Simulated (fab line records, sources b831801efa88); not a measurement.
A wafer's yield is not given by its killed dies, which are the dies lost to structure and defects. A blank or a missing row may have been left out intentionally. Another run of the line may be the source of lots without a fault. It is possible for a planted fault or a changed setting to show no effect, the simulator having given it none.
Which of the tools did it? :: flow sky130 :: Sampling: 11 lots, 33 wafers, 6 of 708 route steps

WHAT THE GAUGES SHOWED, per wafer
SKY_RES_PROTECT_TW_MEAS_08.
lot: L984
measured: day 15 07:14
on: film-metro-02
POLY_GATE_TW: 4038 4034 4010

lot: L987
measured: day 15 23:23
on: film-metro-03
POLY_GATE_TW: 4047 4044 4038

lot: L988
measured: day 16 08:01
on: film-metro-01
POLY_GATE_TW: 4062 4061 4076

lot: L998
measured: day 20 05:50
on: film-metro-02
POLY_GATE_TW: 3995 4012 4005

lot: L999
measured: day 20 18:08
on: film-metro-02
POLY_GATE_TW: 4028 4010 4009

lot: L100
measured: day 20 18:16
on: film-metro-01
POLY_GATE_TW: 4001 4048 4026

lot: L102
measured: day 21 09:13
on: film-metro-01
POLY_GATE_TW: 4021 4023 4044

lot: L103
measured: day 21 16:03
on: film-metro-01
POLY_GATE_TW: 4016 4013 4027

lot: L104
measured: day 22 01:53
on: film-metro-01
POLY_GATE_TW: 4044 4026 4016

lot: L106
measured: day 23 02:37
on: film-metro-03
POLY_GATE_TW: 4110 4060 4076

lot: L107
measured: day 23 05:19
on: film-metro-02
POLY_GATE_TW: 4022 4047 4011

SKY_POLY_GATE_THK_MEAS_21.
lot: L984
measured: day 16 15:39
on: film-metro-03
POLY_GATE_OXIDATION_THK (nm): 3.97 3.95 3.96

lot: L987
measured: day 17 10:05
on: film-metro-01
POLY_GATE_OXIDATION_THK (nm): 4.13 4.07 4.06

lot: L988
measured: day 17 20:20
on: film-metro-01
POLY_GATE_OXIDATION_THK (nm): 3.99 3.97 3.96

lot: L998
measured: day 21 16:24
on: film-metro-03
POLY_GATE_OXIDATION_THK (nm): 3.97 4.03 3.99

lot: L999
measured: day 22 05:28
on: film-metro-04
POLY_GATE_OXIDATION_THK (nm): 3.98 3.92 3.95

lot: L100
measured: day 22 08:19
on: film-metro-01
POLY_GATE_OXIDATION_THK (nm): 4.06 3.98 3.99

lot: L102
measured: day 22 19:24
on: film-metro-03
POLY_GATE_OXIDATION_THK (nm): 3.99 4.06 3.99

lot: L103
measured: day 23 01:07
on: film-metro-01
POLY_GATE_OXIDATION_THK (nm): 4.22 4.13 4.21

lot: L104
measured: day 23 10:46
on: film-metro-03
POLY_GATE_OXIDATION_THK (nm): 4.13 4.08 4.07

lot: L106
measured: day 24 12:43
on: film-metro-04
POLY_GATE_OXIDATION_THK (nm): 4.02 4.01 3.96

lot: L107
measured: day 24 18:04
on: film-metro-04
POLY_GATE_OXIDATION_THK (nm): 3.78 3.86 3.89

SKY_LDD_HVN_OVL_MEAS_07.
lot: L984
measured: day 20 12:37
on: overlay-01
LDD_HVN_OVL (nm): -0.5 -1.6 -2.4

lot: L987
measured: day 21 08:01
on: overlay-01
LDD_HVN_OVL (nm): -1.6 -2.4 -0.5

lot: L988
measured: day 21 19:02
on: overlay-02
LDD_HVN_OVL (nm): - - -

lot: L998
measured: day 25 10:35
on: overlay-01
LDD_HVN_OVL (nm): -0.6 0.0 0.1

lot: L999
measured: day 26 00:37
on: overlay-01
LDD_HVN_OVL (nm): -4.1 -3.2 -2.4

lot: L100
measured: day 26 02:25
on: overlay-01
LDD_HVN_OVL (nm): -0.3 -2.7 -0.1

lot: L102
measured: day 26 13:58
on: overlay-01
LDD_HVN_OVL (nm): -0.8 0.5 -0.3

lot: L103
measured: day 26 17:43
on: overlay-01
LDD_HVN_OVL (nm): 1.5 1.3 1.1

lot: L104
measured: day 27 03:04
on: overlay-02
LDD_HVN_OVL (nm): 0.3 -1.0 -0.4

lot: L106
measured: day 28 05:58
on: overlay-02
LDD_HVN_OVL (nm): -1.9 -2.2 0.1

lot: L107
measured: day 28 09:08
on: overlay-01
LDD_HVN_OVL (nm): -1.7 0.1 -0.4

SKY_LDD_HVN_TW_MEAS_10.
lot: L984
measured: day 20 12:55
on: film-metro-03
LDD_HVN_TW: 1456 1451 1456

lot: L987
measured: day 21 08:18
on: film-metro-03
LDD_HVN_TW: 1462 1456 1453

lot: L988
measured: day 21 19:19
on: film-metro-04
LDD_HVN_TW: 30 30 30 30 30 30

lot: L998
measured: day 25 10:52
on: film-metro-01
LDD_HVN_TW: 1437 1430 1434

lot: L999
measured: day 26 00:56
on: film-metro-03
LDD_HVN_TW: 1469 1474 1464

lot: L100
measured: day 26 02:41
on: film-metro-03
LDD_HVN_TW: 1465 1473 1470

lot: L102
measured: day 26 14:15
on: film-metro-01
LDD_HVN_TW: 1439 1442 1438

lot: L103
measured: day 26 18:00
on: film-metro-04
LDD_HVN_TW: 1427 1426 1431

lot: L104
measured: day 27 03:21
on: film-metro-03
LDD_HVN_TW: 1455 1464 1457

lot: L106
measured: day 28 06:15
on: film-metro-03
LDD_HVN_TW: 1446 1454 1457

lot: L107
measured: day 28 09:25
on: film-metro-03
LDD_HVN_TW: 1457 1455 1451

WHICH TOOL RAN EACH LOT (tool, then ch and the chambers of the sampled wafers, then the start)
lot: L984
SKY_POLY_GATE_ETCH_15: rie-diel-03 ch 0,1, day 16 13:11
SKY_LDD_HVN_EXPOSE_04: iline-stepper-02 ch 0, day 19 21:11

lot: L987
SKY_POLY_GATE_ETCH_15: rie-diel-04 ch 0,1,3, day 17 06:50
SKY_LDD_HVN_EXPOSE_04: iline-stepper-02 ch 0, day 20 17:15

lot: L988
SKY_POLY_GATE_ETCH_15: rie-diel-03 ch 1,2, day 17 18:07
SKY_LDD_HVN_EXPOSE_04: iline-stepper-02 ch 0, day 21 03:58

lot: L998
SKY_POLY_GATE_ETCH_15: rie-diel-01 ch 0,1,3, day 21 14:46
SKY_LDD_HVN_EXPOSE_04: iline-stepper-02 ch 0, day 24 21:04

lot: L999
SKY_POLY_GATE_ETCH_15: rie-diel-04 ch 0,1,2, day 22 03:49
SKY_LDD_HVN_EXPOSE_04: iline-stepper-01 ch 0, day 25 09:46

lot: L100
SKY_POLY_GATE_ETCH_15: rie-diel-04 ch 0,3, day 22 06:40
SKY_LDD_HVN_EXPOSE_04: iline-stepper-01 ch 0, day 25 11:29

lot: L102
SKY_POLY_GATE_ETCH_15: rie-diel-03 ch 1,2,3, day 22 17:46
SKY_LDD_HVN_EXPOSE_04: iline-stepper-02 ch 0, day 26 00:15

lot: L103
SKY_POLY_GATE_ETCH_15: rie-diel-03 ch 0,1,2, day 22 23:28
SKY_LDD_HVN_EXPOSE_04: iline-stepper-02 ch 0, day 26 03:51

lot: L104
SKY_POLY_GATE_ETCH_15: rie-diel-03 ch 0,1, day 23 09:07
SKY_LDD_HVN_EXPOSE_04: iline-stepper-02 ch 0, day 26 12:41

lot: L106
SKY_POLY_GATE_ETCH_15: rie-diel-01 ch 0,3, day 24 10:22
SKY_LDD_HVN_EXPOSE_04: iline-stepper-02 ch 0, day 27 16:26

lot: L107
SKY_POLY_GATE_ETCH_15: rie-diel-04 ch 1,2, day 24 16:25
SKY_LDD_HVN_EXPOSE_04: iline-stepper-01 ch 0, day 27 19:40
- SKY_POLY_GATE_ETCH_15: etches BARC in N2/H2, stops on SiO2, time 118.5 s, target depth 110 nm.
- SKY_LDD_HVN_EXPOSE_04: exposes mask HVNTM, target cd 700 nm.

AS READ BY THE TOOLS THEMSELVES (means over the sampled wafers that have a number; for cases with no such wafer, the mark the record gives instead)
SKY_POLY_GATE_ETCH_15.
lot: L984
tool: rie-diel-03
bias-w (W): 100.37
drypump-motor-current-A (A): 4.7
n2-flow-sccm (sccm): 100.02
oes-product-au (a.u.): 0.714
throttle-valve-pct (%): 13.212

lot: L987
tool: rie-diel-04
bias-w (W): 100.11
drypump-motor-current-A (A): 5.6
n2-flow-sccm (sccm): 100.05
oes-product-au (a.u.): 0.716
throttle-valve-pct (%): 13.204

lot: L988
tool: rie-diel-03
bias-w (W): 99.99
drypump-motor-current-A (A): 5.3
n2-flow-sccm (sccm): 99.95
oes-product-au (a.u.): 0.715
throttle-valve-pct (%): 13.213

lot: L998
tool: rie-diel-01
bias-w (W): 99.65
drypump-motor-current-A (A): 5.7
n2-flow-sccm (sccm): 100.15
oes-product-au (a.u.): 0.718
throttle-valve-pct (%): 13.216

lot: L999
tool: rie-diel-04
bias-w (W): 99.98
drypump-motor-current-A (A): 5.7
n2-flow-sccm (sccm): 100.10
oes-product-au (a.u.): 0.716
throttle-valve-pct (%): 13.210

lot: L100
tool: rie-diel-04
bias-w (W): 100.06
drypump-motor-current-A (A): 5.8
n2-flow-sccm (sccm): 100.16
oes-product-au (a.u.): 0.715
throttle-valve-pct (%): 13.211

lot: L102
tool: rie-diel-03
bias-w (W): 100.10
drypump-motor-current-A (A): 5.6
n2-flow-sccm (sccm): 99.71
oes-product-au (a.u.): 0.719
throttle-valve-pct (%): 13.209

lot: L103
tool: rie-diel-03
bias-w (W): 100.07
drypump-motor-current-A (A): 5.2
n2-flow-sccm (sccm): 100.35
oes-product-au (a.u.): 0.723
throttle-valve-pct (%): 13.216

lot: L104
tool: rie-diel-03
bias-w (W): 100.04
drypump-motor-current-A (A): 4.9
n2-flow-sccm (sccm): 99.96
oes-product-au (a.u.): 0.713
throttle-valve-pct (%): 13.218

lot: L106
tool: rie-diel-01
bias-w (W): 100.34
drypump-motor-current-A (A): 5.5
n2-flow-sccm (sccm): 99.70
oes-product-au (a.u.): 0.716
throttle-valve-pct (%): 13.213

lot: L107
tool: rie-diel-04
bias-w (W): 100.21
drypump-motor-current-A (A): 5.9
n2-flow-sccm (sccm): 100.09
oes-product-au (a.u.): 0.716
throttle-valve-pct (%): 13.207

THE ANSWER, worked out from the rows above alone
Rule: usual is defined by the lots themselves. Put in order of their means at a reading, lots are off if they are a third of the lots or fewer, leave a main group of 4 or more, and stand apart from it by a gap of 3 or more times the standard deviation of the main group's means; of several such gaps the widest counts. A main group is skipped when, at the precision printed for the reading in the tables above, its means are all equal. Also off: a lot with no number at a reading for which 4 or more lots have one. All remaining lots with rows at the step are treated as sound. After the gauges, taken in route order, come the tools' own readings; for these a lot's mean is taken, as printed above. At the first step where some lot is off, the reading lying furthest off is the one used; lots without a number count as furthest.
Off: at SKY_LDD_HVN_OVL_MEAS_07 (LDD_HVN_OVL), L988. Without a number there: L988. For the main group the mean is -0.9 nm and the standard deviation 1.1.
If a tool, at a process step before that reading, ran all the lots that are off and no sound lot after the first of them, it fits. The gauges at SKY_LDD_HVN_OVL_MEAS_07 aren't tried: what is off there is off at SKY_LDD_HVN_TW_MEAS_10 too, on other tools, and a gauge's error can't cause that. Not one of the candidates tried fits.

WHAT THE SIMULATOR HAD PUT IN
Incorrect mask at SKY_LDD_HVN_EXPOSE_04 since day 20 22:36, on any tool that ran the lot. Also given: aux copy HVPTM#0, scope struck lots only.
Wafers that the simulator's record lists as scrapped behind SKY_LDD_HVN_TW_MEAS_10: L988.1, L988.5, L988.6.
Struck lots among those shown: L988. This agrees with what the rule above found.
